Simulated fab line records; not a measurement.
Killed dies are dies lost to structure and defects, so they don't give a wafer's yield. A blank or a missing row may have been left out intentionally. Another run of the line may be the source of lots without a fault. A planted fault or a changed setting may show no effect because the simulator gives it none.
fab line records | flow sfq-line
record lots=7 wafers=21 last-day=92
route steps=325 shown I4@167 JJ@178 M5@198 R5@220 M8@325
lots that met no fault: from a run of the same line without faults
start-h: hours from the record's first day to the start of the lot's first wafer shown | wait-h: how many hours have passed since the lot's step before this one | " as in the row above | L1.1+2: one row covering several wafers at once | - value missing, or start not given | * or withheld: withheld | < > ~ a bound
route shown NAME@n: a module of which the file shows steps, and the number in the route of the first | usual: mean/standard deviation of fault-free wafers | same: alike in all rows | chamber/n: place in a boat | sites: readings site by site | _std_site: standard deviation across them | _edge_site: outer sites' mean less inner sites' | radius-mm: how far each site lies from the wafer's centre | mask NAME#n: copy n | behind: the most recent tool/chamber to have shaped the wafer | hold: cause of the lot's hold/its duration in hours/its outcome | device: which transistor (n, p or np) failed to switch | end of line: at the end of the route, the tests of the same wafers | a step with no rows: only its recipe | killed: the dies lost at the first sort to structure and to defects; this is not the yield of the wafer | map: a wafer's dies, x killed, . not, _ none there
set.NAME: the setting that was run; set.NAME@STEP: the one run at that earlier step | model.NAME: the simulator's own value behind a step, which no gauge read
lots at selected steps of the route; one table per step, one row per wafer
services: when a tool's chamber went out of use (start-h, in hours from the record's first day, below 0 if earlier), for how many hours, and the reason
## steps
# step SFQ_TRILAYER_I4_VIA_LITHO_COAT_108
# recipe resist=BARC spin-rpm=3000 resist-thk-nm=62
# step SFQ_TRILAYER_I4_VIA_LITHO_COAT_103
# recipe resist=KrF spin-rpm=3000 resist-thk-nm=650
# step SFQ_TRILAYER_I4_VIA_LITHO_SOFTBAKE_107
# recipe temp-c=withheld time-s=withheld resist=KrF
# step SFQ_TRILAYER_I4_VIA_LITHO_EXPOSE_104
# recipe mask-id=I4 na=0.6 source-shape=conventional sigma-outer=0.65 target-cd-nm=700 dose-mj=21.3
# step SFQ_TRILAYER_I4_VIA_LITHO_PEB_106
# recipe peb-temp-c=115 peb-time-s=60 resist=KrF
# step SFQ_TRILAYER_I4_VIA_LITHO_DEVELOP_105
# recipe time-s=60 resist=KrF
# step SFQ_I4_OVL_MEAS_928
# usual I4_OVL=-3/6.4
# columns lot.wafer tool chamber start-h wait-h I4_OVL[nm]
L355.2 overlay-02 - 1434.91 0.1 -2
L355.5 " - " " -6
L355.6 " - " " -4
L368.1 overlay-01 - 1556.16 0.1 -7
L368.2 " - " " -3
L368.6 " - " " -5
L369.2 overlay-01 - 1570.23 0.1 -1
L369.4 " - " " -8
L369.5 " - " " 1
L370.1 overlay-01 - 1576.23 0.1 -1
L370.4 " - " " 6
L370.6 " - " " 7
L372.2 overlay-02 - 1597.12 0.1 -17
L372.3 " - " " -5
L372.5 " - " " -9
L373.1 overlay-02 - 1599.51 0.1 -10
L373.2 " - " " -4
L373.4 " - " " -2
L375.2 overlay-01 - 1604.32 0.1 0
L375.4 " - " " 4
L375.6 " - " " -4
# step SFQ_TRILAYER_I4_VIA_BARC_OPEN_VIA_ETCH_146
# recipe mask-material=PR chemistry=O2 target-depth-nm=125 target=BARC source-w=500 bias-w=80 pressure-mtorr=30 time-s=41.7
# step SFQ_TRILAYER_I4_VIA_ETCH_VIA_ETCH_106
# recipe target=SiO2 stop-on=Nb mask-material=PR taper-deg=20 chemistry=CHF3 target-depth-nm=260 source-w=500 bias-w=80 pressure-mtorr=30 time-s=withheld
# step SFQ_TRILAYER_I4_VIA_STRIP_STRIP_107
# recipe gas=O2 power-w=200 platen-temp-c=40 overash-fraction=0.65 chemistry=O2 pressure-mtorr=50
# usual drypump-motor-current-A=5.49/0.25 oes-product-au=1.000/0.0064
# columns lot.wafer tool chamber start-h wait-h drypump-motor-current-A oes-product-au rf-hours-counter-h
L355.2 rie-metal-04 0 1435.09 - 5.17 0.995 22
L355.5 " 1 " " 5.37 1.003 -
L355.6 " 0 " " 5.18 0.994 -
L368.1 rie-metal-03 0 1556.35 - 5.61 0.996 2
L368.2 " 1 " " 5.31 1.006 19
L368.6 " 0 " " 5.61 0.992 -
L369.2 rie-metal-03 1 1570.42 - 5.35 0.997 21
L369.4 " 1 " " 5.34 0.996 -
L369.5 " 0 " " 5.60 0.999 -
L370.1 rie-metal-03 0 1576.42 - 5.58 0.997 5
L370.4 " 0 " " 5.56 1.004 -
L370.6 " 0 " " 5.60 0.987 -
L372.2 rie-metal-04 1 1597.50 - 5.36 0.993 -
L372.3 " 1 " " 5.36 1.007 -
L372.5 " 1 " " 5.33 0.994 -
L373.1 rie-metal-02 0 1599.70 - 6.04 0.991 0
L373.2 " 1 " " 5.77 1.008 102
L373.4 " 1 " " 5.76 1.003 -
L375.2 rie-metal-04 0 1604.50 - 5.17 1.014 42
L375.4 " 0 " " 5.17 1.012 -
L375.6 " 0 " " 5.18 1.012 -
# step SFQ_TRILAYER_I4_VIA_STRIP_SOLV_CLEAN_108
# recipe chemistry=NMP temp-c=70 time-s=600
# step SFQ_TRILAYER_JJ_TRILAYER_DEP_PRE_CLEAN_113
# recipe gas=Ar time-s=22.5 bias-v=250
# step SFQ_TRILAYER_JJ_TRILAYER_DEP_SPUTTER_109
# recipe material=Nb base-pressure-pa=1.33e-06 chamber-pressure-pa=0.1333 substrate-temp-c=20 target-thk-nm=150 power-w=2000 time-s=100
# usual base-pressure-pa=1.33e-06/9.4e-08 cathode-dc-power-W=2000.0/0.37 throttle-valve-pct=29.9/0.93
# columns lot.wafer tool chamber start-h wait-h base-pressure-pa cathode-dc-power-W throttle-valve-pct
L355.2 pvd-sputter-04 - 1435.89 0.0 1.32e-06 2000.6 28.7
L355.5 " - " " 1.32e-06 2000.2 29.0
L355.6 " - " " 1.16e-06 2000.2 29.0
L368.1 pvd-sputter-06 - 1557.15 0.0 - - -
L368.2 " - " " - - -
L368.6 " - " " - - -
L369.2 pvd-sputter-03 - 1571.22 0.0 - - -
L369.4 " - " " - - -
L369.5 " - " " - - -
L370.1 pvd-sputter-06 - 1577.24 0.0 - - -
L370.4 " - " " - - -
L370.6 " - " " - - -
L372.2 pvd-sputter-03 - 1598.71 0.0 1.42e-06 1999.8 30.9
L372.3 " - " " 1.35e-06 1999.3 31.9
L372.5 " - " " 1.44e-06 2000.1 31.9
L373.1 pvd-sputter-06 - 1600.52 0.0 1.31e-06 2000.3 31.3
L373.2 " - " " 1.28e-06 2000.4 30.0
L373.4 " - " " 1.26e-06 2000.5 29.1
L375.2 pvd-sputter-06 - 1605.32 0.0 1.33e-06 1999.8 29.8
L375.4 " - " " 1.28e-06 2000.6 31.0
L375.6 " - " " 1.21e-06 1999.9 29.1
# step SFQ_TRILAYER_JJ_TRILAYER_DEP_SPUTTER_110
# recipe material=Al base-pressure-pa=1.33e-06 target-thk-nm=8 power-w=500 time-s=10 chamber-pressure-pa=0.4
# usual base-pressure-pa=1.33e-06/8.6e-08 cathode-dc-power-W=500.00/0.095 throttle-valve-pct=29.9/0.92
# columns lot.wafer tool chamber start-h wait-h base-pressure-pa cathode-dc-power-W throttle-valve-pct
L355.2 pvd-sputter-04 - 1435.96 0.0 1.38e-06 499.90 29.1
L355.5 " - " " 1.38e-06 500.06 29.1
L355.6 " - " " 1.28e-06 499.98 28.9
L368.1 pvd-sputter-06 - 1557.22 0.0 1.32e-06 500.10 29.9
L368.2 " - " " 1.32e-06 500.09 29.1
L368.6 " - " " 1.41e-06 500.09 30.1
L369.2 pvd-sputter-03 - 1571.29 0.0 1.55e-06 500.00 29.8
L369.4 " - " " 1.39e-06 500.16 32.1
L369.5 " - " " 1.42e-06 500.06 29.4
L370.1 pvd-sputter-06 - 1577.31 0.0 1.33e-06 500.08 28.9
L370.4 " - " " 1.34e-06 499.80 29.7
L370.6 " - " " 1.24e-06 499.94 30.9
L372.2 pvd-sputter-03 - 1598.78 0.0 1.17e-06 500.04 31.0
L372.3 " - " " 1.34e-06 500.01 31.7
L372.5 " - " " 1.15e-06 500.06 31.8
L373.1 pvd-sputter-06 - 1600.59 0.0 1.31e-06 499.93 31.1
L373.2 " - " " 1.26e-06 500.23 30.3
L373.4 " - " " 1.26e-06 499.99 29.1
L375.2 pvd-sputter-06 - 1605.39 0.0 1.34e-06 500.14 30.0
L375.4 " - " " 1.48e-06 499.96 31.3
L375.6 " - " " 1.33e-06 499.99 29.1
# step SFQ_TRILAYER_JJ_TRILAYER_DEP_AL_OXIDATION_111
# recipe pressure-mbar=0.014667 oxidation-time-s=600 temperature-k=293
# step SFQ_TRILAYER_JJ_TRILAYER_DEP_SPUTTER_112
# recipe material=Nb base-pressure-pa=1.33e-06 chamber-pressure-pa=0.1333 substrate-temp-c=20 target-thk-nm=170 power-w=2000 time-s=113.3
# step SFQ_JJ_RS_MEAS_929
# recipe thk-meas-gauge=four-point-probe reads=Nb_of_TRILAYER_JJ_TRILAYER_DEP_SPUTTER_112
# usual JJ_NB_RS=1.047/0.011
# columns lot.wafer tool chamber start-h wait-h JJ_NB_RS[ohm/sq]
L355.2 film-metro-01 - 1437.09 0.1 1.056
L355.5 " - " " 1.060
L355.6 " - " " 1.064
L368.1 film-metro-02 - 1558.33 0.0 1.038
L368.2 " - " " 1.048
L368.6 " - " " 1.051
L369.2 film-metro-01 - 1572.41 0.1 1.033
L369.4 " - " " 1.039
L369.5 " - " " 1.042
L370.1 film-metro-01 - 1578.41 0.0 1.044
L370.4 " - " " 1.055
L370.6 " - " " 1.052
L372.2 film-metro-02 - 1599.90 0.1 1.032
L372.3 " - " " 1.034
L372.5 " - " " 1.039
L373.1 film-metro-01 - 1601.70 0.0 1.044
L373.2 " - " " 1.046
L373.4 " - " " 1.042
L375.2 film-metro-01 - 1606.52 0.1 1.057
L375.4 " - " " 1.051
L375.6 " - " " 1.050
# step SFQ_TRILAYER_JJ_CE_LITHO_COAT_119
# recipe resist=BARC spin-rpm=3000 resist-thk-nm=62
# step SFQ_TRILAYER_JJ_CE_LITHO_COAT_114
# recipe resist=KrF spin-rpm=3000 resist-thk-nm=600
# step SFQ_TRILAYER_JJ_CE_LITHO_SOFTBAKE_118
# recipe temp-c=withheld time-s=withheld resist=KrF
# step SFQ_TRILAYER_JJ_CE_LITHO_EXPOSE_115
# recipe mask-id=J5 na=0.6 source-shape=conventional sigma-outer=0.65 target-cd-nm=700 dose-mj=14.4
# step SFQ_TRILAYER_JJ_CE_LITHO_PEB_117
# recipe peb-temp-c=115 peb-time-s=60 resist=KrF
# step SFQ_TRILAYER_JJ_CE_LITHO_DEVELOP_116
# recipe time-s=60 resist=KrF
# step SFQ_JJ_OVL_MEAS_931
# usual J5_OVL=2/6.3
# columns lot.wafer tool chamber start-h wait-h J5_OVL[nm]
L355.2 overlay-02 - 1559.77 0.1 -1
L355.5 " - " " 4
L355.6 " - " " 0
L368.1 overlay-02 - 1655.00 0.1 3
L368.2 " - " " 1
L368.6 " - " " 4
L369.2 overlay-01 - 1676.61 0.1 -14
L369.4 " - " " -11
L369.5 " - " " -10
L370.1 overlay-01 - 1685.00 0.1 9
L370.4 " - " " 11
L370.6 " - " " 6
L372.2 overlay-01 - 1705.41 0.1 -3
L372.3 " - " " -6
L372.5 " - " " -7
L373.1 overlay-02 - 1709.00 0.1 2
L373.2 " - " " 0
L373.4 " - " " 9
L375.2 overlay-02 - 1715.01 0.1 2
L375.4 " - " " 10
L375.6 " - " " 8
# step SFQ_TRILAYER_JJ_CE_METRO_MEASURE_117
# usual cd-nm=700.0/1.2
# columns lot.wafer tool chamber start-h wait-h cd-nm
L355.2 cd-sem-01 - 1560.00 0.2 700.3
L355.5 " - " " 701.0
L355.6 " - " " 701.0
L368.1 cd-sem-02 - 1655.04 0.0 701.0
L368.2 " - " " 701.8
L368.6 " - " " 700.0
L369.2 cd-sem-02 - 1676.84 0.2 699.0
L369.4 " - " " 697.1
L369.5 " - " " 699.0
L370.1 cd-sem-02 - 1685.04 0.0 700.0
L370.4 " - " " 699.8
L370.6 " - " " 699.5
L372.2 cd-sem-02 - 1705.64 0.2 697.7
L372.3 " - " " 699.4
L372.5 " - " " 697.4
L373.1 cd-sem-01 - 1709.04 0.0 700.3
L373.2 " - " " 701.0
L373.4 " - " " 700.6
L375.2 cd-sem-01 - 1715.24 0.2 698.5
L375.4 " - " " 699.1
L375.6 " - " " 697.3
# step SFQ_TRILAYER_JJ_CE_BARC_OPEN_RIE_150
# recipe mask-material=PR chemistry=O2 target-depth-nm=240 target=BARC icp-w=600 bias-w=80 pressure-mtorr=10 time-s=80
# usual drypump-motor-current-A=5.73/0.24 oes-product-au=0.538/0.0043
# columns lot.wafer tool chamber start-h wait-h drypump-motor-current-A oes-product-au rf-hours-counter-h
L355.2 rie-metal-01 1 1561.09 0.9 5.70 0.542 42
L355.5 " 0 " " 5.82 0.533 -
L355.6 " 1 " " 5.71 0.535 -
L368.1 rie-metal-01 1 1656.24 1.0 5.70 0.534 54
L368.2 " 0 " " 5.80 0.535 117
L368.6 " 1 " " 5.71 0.538 -
L369.2 rie-metal-02 1 1677.84 0.8 5.77 0.544 111
L369.4 " 0 " " 6.00 0.541 -
L369.5 " 0 " " 6.02 0.536 -
L370.1 rie-metal-04 0 1686.24 1.0 5.16 0.530 49
L370.4 " 1 " " 5.37 0.540 -
L370.6 " 0 " " 5.17 0.538 -
L372.2 rie-metal-02 1 1706.64 0.8 5.74 0.537 115
L372.3 " 1 " " 5.77 0.539 -
L372.5 " 0 " " 5.94 0.540 -
L373.1 rie-metal-02 0 1710.24 1.0 5.95 0.536 13
L373.2 " 1 " " 5.72 0.539 115
L373.4 " 0 " " 5.96 0.531 -
L375.2 rie-metal-02 0 1716.24 0.8 5.92 0.538 14
L375.4 " 1 " " 5.79 0.548 -
L375.6 " 0 " " 5.97 0.543 -
# step SFQ_TRILAYER_JJ_CE_ETCH_RIE_118
# recipe target=Nb stop-on=Al2O3 mask-material=PR taper-deg=13.257 over-etch-frac=0.15 time-s=97.7 chemistry=SF6 target-depth-nm=170 icp-w=600 bias-w=80 pressure-mtorr=10
# usual drypump-motor-current-A=5.74/0.24 oes-product-au=0.990/0.0061
# columns lot.wafer tool chamber start-h wait-h drypump-motor-current-A oes-product-au rf-hours-counter-h
L355.2 rie-metal-01 1 1561.19 0.1 5.73 0.996 42
L355.5 " 0 " " 5.79 0.985 -
L355.6 " 1 " " 5.72 0.983 -
L368.1 rie-metal-01 1 1656.33 0.1 5.74 0.997 54
L368.2 " 0 " " 5.83 0.986 117
L368.6 " 1 " " 5.73 0.992 -
L369.2 rie-metal-02 1 1677.93 0.1 5.75 0.995 111
L369.4 " 0 " " 5.95 0.983 -
L369.5 " 0 " " 5.99 0.993 -
L370.1 rie-metal-04 0 1686.33 0.1 5.17 0.997 49
L370.4 " 1 " " 5.30 0.994 -
L370.6 " 0 " " 5.17 0.987 -
L372.2 rie-metal-02 1 1706.73 0.1 5.75 0.993 115
L372.3 " 1 " " 5.76 1.003 -
L372.5 " 0 " " 5.99 0.990 -
L373.1 rie-metal-02 0 1710.33 0.1 5.95 0.991 13
L373.2 " 1 " " 5.75 0.985 115
L373.4 " 0 " " 5.92 0.986 -
L375.2 rie-metal-02 0 1716.33 0.1 5.95 0.989 14
L375.4 " 1 " " 5.77 0.984 -
L375.6 " 0 " " 6.02 0.980 -
# step SFQ_TRILAYER_JJ_ANODIZE_ANODIZE_119
# recipe current-density-ma-cm2=withheld end-current-density-ma-cm2=withheld bath-temp-c=withheld
# step SFQ_TRILAYER_JJ_CE_STRIP_STRIP_120
# recipe gas=O2 power-w=200 platen-temp-c=40 overash-fraction=0.65 chemistry=O2 pressure-mtorr=50
# step SFQ_TRILAYER_JJ_CE_STRIP_SOLV_CLEAN_121
# recipe chemistry=NMP temp-c=70 time-s=600
# step SFQ_TRILAYER_M5_LITHO_COAT_128
# recipe resist=BARC spin-rpm=3000 resist-thk-nm=62
# step SFQ_TRILAYER_M5_LITHO_COAT_123
# recipe resist=KrF spin-rpm=3000 resist-thk-nm=600
# step SFQ_TRILAYER_M5_LITHO_SOFTBAKE_127
# recipe temp-c=withheld time-s=withheld resist=KrF
# step SFQ_TRILAYER_M5_LITHO_EXPOSE_124
# recipe mask-id=M5 na=0.6 source-shape=conventional sigma-outer=0.65 target-cd-nm=700 dose-mj=14.4
# step SFQ_TRILAYER_M5_LITHO_PEB_126
# recipe peb-temp-c=115 peb-time-s=60 resist=KrF
# step SFQ_TRILAYER_M5_LITHO_DEVELOP_125
# recipe time-s=60 resist=KrF
# step SFQ_M5_OVL_MEAS_932
# usual M5_OVL=-4/6
# columns lot.wafer tool chamber start-h wait-h M5_OVL[nm]
L355.2 overlay-02 - 1658.61 0.1 -11
L355.5 " - " " -3
L355.6 " - " " -12
L368.1 overlay-01 - 1760.55 0.1 -1
L368.2 " - " " -11
L368.6 " - " " -11
L369.2 overlay-01 - 1778.55 0.1 -10
L369.4 " - " " -8
L369.5 " - " " -13
L370.1 overlay-01 - 1789.35 0.1 6
L370.4 " - " " 2
L370.6 " - " " 4
L372.2 overlay-01 - 1805.93 0.1 -4
L372.3 " - " " 2
L372.5 " - " " -1
L373.1 overlay-01 - 1808.32 0.1 3
L373.2 " - " " -5
L373.4 " - " " -2
L375.2 overlay-01 - 1813.13 0.1 -7
L375.4 " - " " -4
L375.6 " - " " -10
# step SFQ_TRILAYER_M5_BARC_OPEN_METAL_ETCH_161
# recipe mask-material=PR chemistry=O2 target-depth-nm=125 target=BARC icp-w=600 bias-w=80 pressure-mtorr=10 time-s=41.7
# step SFQ_TRILAYER_M5_ETCH_METAL_ETCH_126
# recipe target=Nb stop-on=SiO2 mask-material=PR over-etch-frac=0.15 time-s=203.2 chemistry=Cl2/BCl3 target-depth-nm=265 icp-w=600 bias-w=80 pressure-mtorr=10
# usual drypump-motor-current-A=5.63/0.23 oes-product-au=0.730/0.0056
# columns lot.wafer tool chamber start-h wait-h drypump-motor-current-A oes-product-au rf-hours-counter-h model.M5.feature-depth-nm model.etch.depth-nm
L355.2 rie-metal-03 0 1658.70 0.0 5.59 0.725 14 162.7 150.3
L355.5 " 0 " " 5.61 0.728 - 163.1 150.7
L355.6 " 1 " " 5.30 0.728 - 162.5 150.1
L368.1 rie-metal-03 1 1760.64 0.0 5.32 0.378 48 12.38 0
L368.2 " 0 " " 5.53 0.377 31 12.25 0
L368.6 " 0 " " 5.55 0.374 - 12.22 0
L369.2 rie-metal-03 0 1778.64 0.0 5.64 0.368 34 12.38 0
L369.4 " 0 " " 5.58 0.381 - 12.27 0
L369.5 " 1 " " 5.33 0.376 - 12.5 0
L370.1 rie-metal-02 0 1789.50 0.1 5.99 0.378 26 12.28 0
L370.4 " 0 " " 6.04 0.377 - 12.35 0
L370.6 " 0 " " 6.02 0.382 - 12.36 0
L372.2 rie-metal-03 0 1806.02 0.0 5.57 0.729 39 163.4 151.1
L372.3 " 1 " " 5.30 0.735 - 163.1 150.6
L372.5 " 0 " " 5.61 0.727 - 163.7 151.3
L373.1 rie-metal-02 0 1808.48 0.1 6.00 0.723 31 162.9 150.6
L373.2 " 0 " " 6.02 0.728 - 162.9 150.7
L373.4 " 0 " " 6.02 0.729 - 163.6 151.4
L375.2 rie-metal-01 0 1813.22 0.0 5.80 0.729 9 164.8 152.5
L375.4 " 1 " " 5.70 0.735 - 163.5 151.1
L375.6 " 1 " " 5.72 0.726 - 163 150.6
# step SFQ_TRILAYER_M5_STRIP_STRIP_127
# recipe gas=O2 power-w=200 platen-temp-c=40 overash-fraction=0.65 chemistry=O2 pressure-mtorr=50
# step SFQ_TRILAYER_M5_STRIP_SOLV_CLEAN_128
# recipe chemistry=NMP temp-c=70 time-s=600
# step SFQ_TRILAYER_R5_LITHO_EXPOSE_137
# recipe mask-id=R5 na=0.6 source-shape=conventional sigma-outer=0.65 target-cd-nm=500 dose-mj=14.4
# usual exposure-dose-mJ-cm2=14.398/0.016 focus-offset-nm=0.0/0.57 na=0.6/0
# columns lot.wafer tool chamber start-h wait-h mask exposure-dose-mJ-cm2 focus-offset-nm na
L355.2 krf-scanner-02 0 1762.85 - R5#0 14.410 -0.5 0.6
L355.5 " 0 " " R5#0 14.408 1.3 0.6
L355.6 " 0 " " R5#0 14.406 0.4 0.6
L368.1 krf-scanner-01 - 1865.87 - R5#0 - - -
L368.2 " - " " R5#0 - - -
L368.6 " - " " R5#0 - - -
L369.2 krf-scanner-02 - 1877.61 - R5#0 - - -
L369.4 " - " " R5#0 - - -
L369.5 " - " " R5#0 - - -
L370.1 krf-scanner-01 - 1890.74 - R5#0 - - -
L370.4 " - " " R5#0 - - -
L370.6 " - " " R5#0 - - -
L372.2 krf-scanner-01 0 1910.14 - R5#0 14.415 1.5 0.6
L372.3 " 0 " " R5#0 14.399 0.6 0.6
L372.5 " 0 " " R5#0 14.402 0.3 0.6
L373.1 krf-scanner-01 0 1913.54 - R5#0 14.406 0.1 0.6
L373.2 " 0 " " R5#0 14.404 0.2 0.6
L373.4 " 0 " " R5#0 14.401 0.3 0.6
L375.2 krf-scanner-01 0 1918.54 - R5#0 14.397 0.7 0.6
L375.4 " 0 " " R5#0 14.392 0.3 0.6
L375.6 " 0 " " R5#0 14.394 -0.2 0.6
# step SFQ_M8_BOW_MEAS_951
# recipe mode=bow
# usual M8_BOW=8/12
# columns lot.wafer tool chamber start-h wait-h M8_BOW[um] model.etest.m5.ohm-sq model.etest.m5.ohm-um model.etest.i4.link-ohm model.etest.i5.link-ohm model.etest.r5.comb-log10-ohm model.etest.jj.g-times
L355.2 film-metro-01 - 1997.22 0.0 9 1.186 1.694 2.155 2.25 12 0.9991
L355.5 " - " " 17 1.183 1.691 2.164 2.254 12 1.004
L355.6 " - " " 4 1.187 1.702 2.172 2.249 12 1.003
L368.1 film-metro-01 - 2090.54 0.0 36 1e+06 1e+06 1e+06 1e+06 0 0
L368.2 " - " " 43 1e+06 1e+06 1e+06 1e+06 0 0
L368.6 " - " " 23 1e+06 1e+06 1e+06 1e+06 0 0
L369.2 film-metro-01 - 2094.16 0.0 29 1e+06 1e+06 1e+06 1e+06 0 0
L369.4 " - " " 23 1e+06 1e+06 1e+06 1e+06 0 0
L369.5 " - " " 19 1e+06 1e+06 1e+06 1e+06 0 0
L370.1 film-metro-04 - 2139.49 0.0 23 1e+06 1e+06 1e+06 1e+06 0 0
L370.4 " - " " 25 1e+06 1e+06 1e+06 1e+06 0 0
L370.6 " - " " 20 1e+06 1e+06 1e+06 1e+06 0 0
L372.2 film-metro-01 - 2190.16 0.0 -1 1.18 1.687 2.171 2.273 12 0.9951
L372.3 " - " " -2 1.184 1.694 2.177 2.267 12 0.9993
L372.5 " - " " 12 1.179 1.681 2.171 2.262 12 0.9919
L373.1 film-metro-01 - 2196.13 0.0 20 1.184 1.688 2.169 2.281 12 1.001
L373.2 " - " " 21 1.183 1.685 2.173 2.29 12 1.005
L373.4 " - " " 26 1.177 1.676 2.163 2.265 12 1.001
L375.2 film-metro-01 - 2211.84 0.0 15 1.169 1.669 2.158 2.243 12 0.9961
L375.4 " - " " 16 1.179 1.683 2.173 2.262 12 0.9982
L375.6 " - " " 9 1.184 1.686 2.177 2.268 12 0.9914
## services
# columns tool chamber start-h hours kind
rie-metal-02 - 1411.80 2.8 pm
pvd-sputter-06 - 1431.13 8.3 repair
krf-scanner-01 - 1433.27 1.1 repair
krf-scanner-01 - 1446.83 1.3 pm
rie-metal-01 - 1455.44 1.6 repair
krf-scanner-01 - 1456.53 0.8 pm
krf-scanner-01 - 1457.28 0.8 pm
rie-metal-04 - 1478.09 0.1 repair
krf-scanner-01 - 1489.49 1.0 pm
krf-scanner-01 - 1521.48 4.4 pm
rie-metal-01 - 1539.04 2.8 pm
rie-metal-04 - 1558.39 15.6 pm
rie-metal-01 1 1563.84 4.7 repair
rie-metal-04 0 1584.12 15.9 repair
krf-scanner-01 - 1589.25 3.6 pm
krf-scanner-01 - 1591.54 1.0 repair
krf-scanner-01 - 1609.54 0.7 repair
krf-scanner-01 - 1621.85 1.3 pm
rie-metal-02 - 1739.97 1.6 repair
pvd-sputter-06 - 1788.89 2.0 repair
rie-metal-03 - 1796.92 0.3 repair
rie-metal-02 1 1859.19 11.2 repair
rie-metal-03 - 1873.90 2.8 pm
pvd-sputter-06 - 1882.47 3.6 repair
## key
first-sign step=SFQ_TRILAYER_JJ_TRILAYER_DEP_SPUTTER_109 reading=tool-record direction=missing
effect step=SFQ_TRILAYER_M5_ETCH_METAL_ETCH_126 reading=oes-product-au direction=down sigmas=63 usual=0.730 struck=0.377
effect step=SFQ_TRILAYER_R5_LITHO_EXPOSE_137 reading=tool-record direction=missing
model-effect step=SFQ_TRILAYER_M5_ETCH_METAL_ETCH_126 value=M5.feature-depth-nm without=161 struck=12.33
model-effect step=SFQ_M8_BOW_MEAS_951 value=etest.m5.ohm-sq without=1.199 struck=1e+06
met-at SFQ_TRILAYER_JJ_TRILAYER_DEP_SPUTTER_109
struck-wafers L368.1,L368.2,L368.6,L369.2,L369.4,L369.5,L370.1,L370.4,L370.6
fault kind=skipped-step-whole tool=pvd-sputter-03,pvd-sputter-06 chamber=- onset-h=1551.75 steps=SFQ_TRILAYER_JJ_TRILAYER_DEP_SPUTTER_109 scope=struck-lots-only
